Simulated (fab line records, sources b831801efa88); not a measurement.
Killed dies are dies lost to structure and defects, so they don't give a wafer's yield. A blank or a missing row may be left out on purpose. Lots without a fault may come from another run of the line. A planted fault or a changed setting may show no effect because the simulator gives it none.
A struck lot beside a sound one | flow sky130 | 36 steps out of a route of 708
Sound: wafers L117.2, L117.3, L117.5. Struck: wafer L126.6. (L126.4 of the same lot was not struck and is left out.) The cause comes at the end.
At each step with rows: each side's tool, then ch and its chambers, then its first start. Under that, the readings that differ: sound wafers | struck wafers | difference of the means | sigmas: that difference in standard deviations of wafers without a fault.
alike: readings whose means differ by less than 2 such deviations, and words and numbers that are the same on both sides. not compared: withheld readings, readings that some wafer has no value for, bounds like >300 that may hide the same value, and numbers for which the record gives no deviation and whose values overlap.
The two part at a step that has a row with sigmas, a row that says differs or no value, or rows on one side only. Numbers that don't overlap but have no deviation are shown without sigmas and don't part them. A reading that every wafer of one side lacks parts them only if that side has two wafers or more.

first, 1 step without rows for these wafers: SKY_METAL2_DEVELOP_14 (develop time 60 s).
SKY_METAL2_CD_MEAS_15: target cd 140 nm.
  sound on cd_sem-01, day 36 08:25; struck on cd_sem-02, day 38 18:01
  alike: cd_nm
SKY_METAL2_OVL_MEAS_16:
  sound on overlay-02, day 36 08:32; struck on overlay-02, day 38 18:05
  alike: METAL2_OVL
then, 1 step without rows for these wafers: SKY_METAL2_DESCUM_17 (chemistry O2, time 8 s).
SKY_METAL2_ETCH_18: etches BARC in N2/H2, stops on SiO2, time 45.9 s, target depth 60 nm.
  sound on rie_metal-03 ch 0,1, day 36 08:35; struck on rie_metal-01 ch 1, day 38 18:10
  alike: drypump_motor_current_A, oes_product_au, throttle_valve_pct
  not compared: rf_hours_counter_h
SKY_METAL2_METAL_ETCH_19: etches the open film in Cl2/BCl3, stops on SiO2, target depth 360 nm, time 78 s.
  sound on rie_metal-03 ch 0,1, day 36 08:39; struck on rie_metal-01 ch 1, day 38 18:14
  alike: drypump_motor_current_A, oes_product_au, throttle_valve_pct
  not compared: rf_hours_counter_h
then, 5 steps without rows for these wafers: SKY_METAL2_STRIP_20 (strips in O2/N2); SKY_METAL2_STRIP_21 (strips in post etch residue remover, time 1200 s); SKY_METAL2_CLEAN_22 (cleans in IPA, time 180 s); SKY_METAL2_CLEAN_23 (cleans in O3/DIW); SKY_VIA2_HDPCVD_00 (deposits SiO2, target thk 1180 nm, time 196.7 s).
SKY_VIA2_THK_MEAS_01:
  sound on film_metro-04, day 36 09:28; struck on film_metro-02, day 38 19:09
  alike: VIA2_HDPCVD_THK
SKY_VIA2_CMP_02: polishes SiO2.
  sound on cmp-02 ch 0,1,3, day 36 09:37; struck on cmp-01 ch 1, day 38 19:11
  reading                                  | sound             | struck | difference | sigmas
  edge_zone_pressure_frac                  | 1.010 0.993 1.011 | 0.991  | -0.014     | -3
  model.SiO2_of_VIA2_HDPCVD_00.thk_nm (nm) | 496.6 493.6 494.3 | 619.8  | +125.0     |
  alike: motor_current_A
SKY_VIA2_BOW_MEAS_03:
  sound on film_metro-02, day 36 09:50; struck on film_metro-04, day 38 19:32
  alike: VIA2_BOW
then, 8 steps without rows for these wafers: SKY_VIA2_DEHYDRATE_04 (time 60 s); SKY_VIA2_HMDS_05 (prime time 60 s); SKY_VIA2_COAT_06 (resist thk 60 nm); SKY_VIA2_COAT_07 (resist thk 450 nm); SKY_VIA2_SOFTBAKE_08 (time 90 s); SKY_VIA2_EXPOSE_09 (exposes mask VIM2, target cd 200 nm); SKY_VIA2_PEB_10; SKY_VIA2_DEVELOP_11 (develop time 60 s).
SKY_VIA2_CD_MEAS_12: target cd 200 nm.
  sound on cd_sem-02, day 37 11:41; struck on cd_sem-01, day 39 18:38
  alike: cd_nm
SKY_VIA2_OVL_MEAS_13:
  sound on overlay-01, day 37 11:47; struck on overlay-02, day 39 18:42
  reading       | sound   | struck | difference | sigmas
  VIA2_OVL (nm) | 1 -4 -3 | -14    | -12        | -2
SKY_VIA2_ETCH_14: etches BARC in N2/H2, stops on SiO2, time 45.9 s, target depth 60 nm.
  sound on rie_diel-02 ch 1,3, day 37 11:49; struck on rie_diel-02 ch 0, day 39 18:43
  alike: drypump_motor_current_A, oes_product_au, throttle_valve_pct
  not compared: rf_hours_counter_h
SKY_VIA2_ETCH_15: etches SiO2 in C4F8/O2/Ar, stops on TiN, target depth 546 nm, time 84 s.
  sound on rie_diel-02 ch 1,3, day 37 11:52; struck on rie_diel-02 ch 0, day 39 18:46
  reading                          | sound             | struck | difference | sigmas
  oes_product_au (a.u.)            | 0.937 0.935 0.937 | 0.989  | +0.053     | +10
  model.VIA2.feature_depth_nm (nm) | 496.6 493.6 494.3 | 535.5  | +40.7      |
  model.etch.depth_nm (nm)         | 496.6 493.6 494.3 | 535.5  | +40.7      |
  not compared: rf_hours_counter_h
then, 4 steps without rows for these wafers: SKY_VIA2_STRIP_16 (strips in O2/N2); SKY_VIA2_STRIP_17 (strips in post etch residue remover, time 1200 s); SKY_VIA2_CLEAN_18 (cleans in IPA, time 180 s); SKY_VIA2_CLEAN_19 (cleans in O3/DIW).
SKY_VIA2_SPUTTER_20: material TiN, target thk 20 nm, time 80 s.
  sound on pvd_sputter-02, day 37 12:31; struck on pvd_sputter-01, day 39 19:27
  alike: chamber_pressure_pa, throttle_valve_pct
SKY_VIA2_CVD_21: deposits W, target thk 420 nm, time 126.4 s.
  sound on cvd_w-01 ch 0,1, day 37 12:35; struck on cvd_w-01 ch 1, day 39 19:31
  alike: heater_power_outer_w, heater_power_w
SKY_VIA2_CMP_24: polishes, stops on SiO2, t overpolish 20 s, target thk 0 nm.
  sound on cmp-02 ch 0,3, day 37 12:53; struck on cmp-01 ch 3, day 39 19:53
  reading                                  | sound             | struck | difference | sigmas
  model.SiO2_of_VIA2_HDPCVD_00.thk_nm (nm) | 492.3 489.2 489.9 | 615.4  | +124.9     |
  alike: edge_zone_pressure_frac, motor_current_A
SKY_METAL3_SPUTTER_00: material Ti, target thk 15 nm, time 10 s.
  the record has rows for the sound wafers here (pvd_sputter-01, day 37 13:11) and none for the struck ones
SKY_METAL3_SPUTTER_01: material TiN, target thk 20 nm, time 16.7 s.
  the record has rows for the sound wafers here (pvd_sputter-01, day 37 13:13) and none for the struck ones
-- the record jumps here: 9 days lie between the struck wafers' starts before and after (it left off in module METAL3 and takes up again in module PAD_OPEN, whose first step shown is number 708 of the route) --
SKY_PAD_OPEN_PROBE_99:
  sound on prober-01, day 46 11:38; struck on prober-02, day 48 10:48
  reading                                | sound | struck | difference | sigmas
  model.etest.met1_comb.under_floor      | 0 0 0 | 1      | +1         |
  model.etest.pfet_01v8.under_floor      | 0 0 0 | 1      | +1         |
  model.etest.res_xhigh_po.open          | 0 0 0 | 1      | +1         |
  model.etest.tip_sonos.open             | 0 0 0 | 1      | +1         |
  model.etest.tip_p.open                 | 0 0 0 | 1      | +1         |
  model.etest.pfet_g5v0d10v5.under_floor | 0 0 0 | 1      | +1         |
  model.etest.cap_thin_oxide.open        | 0 0 0 | 1      | +1         |
  model.etest.cap_poly_to_well.open      | 0 0 0 | 1      | +1         |

WHERE THEY PART
First at SKY_VIA2_CMP_02; last, within this record, at SKY_METAL3_SPUTTER_01.

WHY: what the simulator had put in
Process parameter drift: cmp-01, from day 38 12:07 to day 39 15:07, at SKY_VIA2_CMP_02. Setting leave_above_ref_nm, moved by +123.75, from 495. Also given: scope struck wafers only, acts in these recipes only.
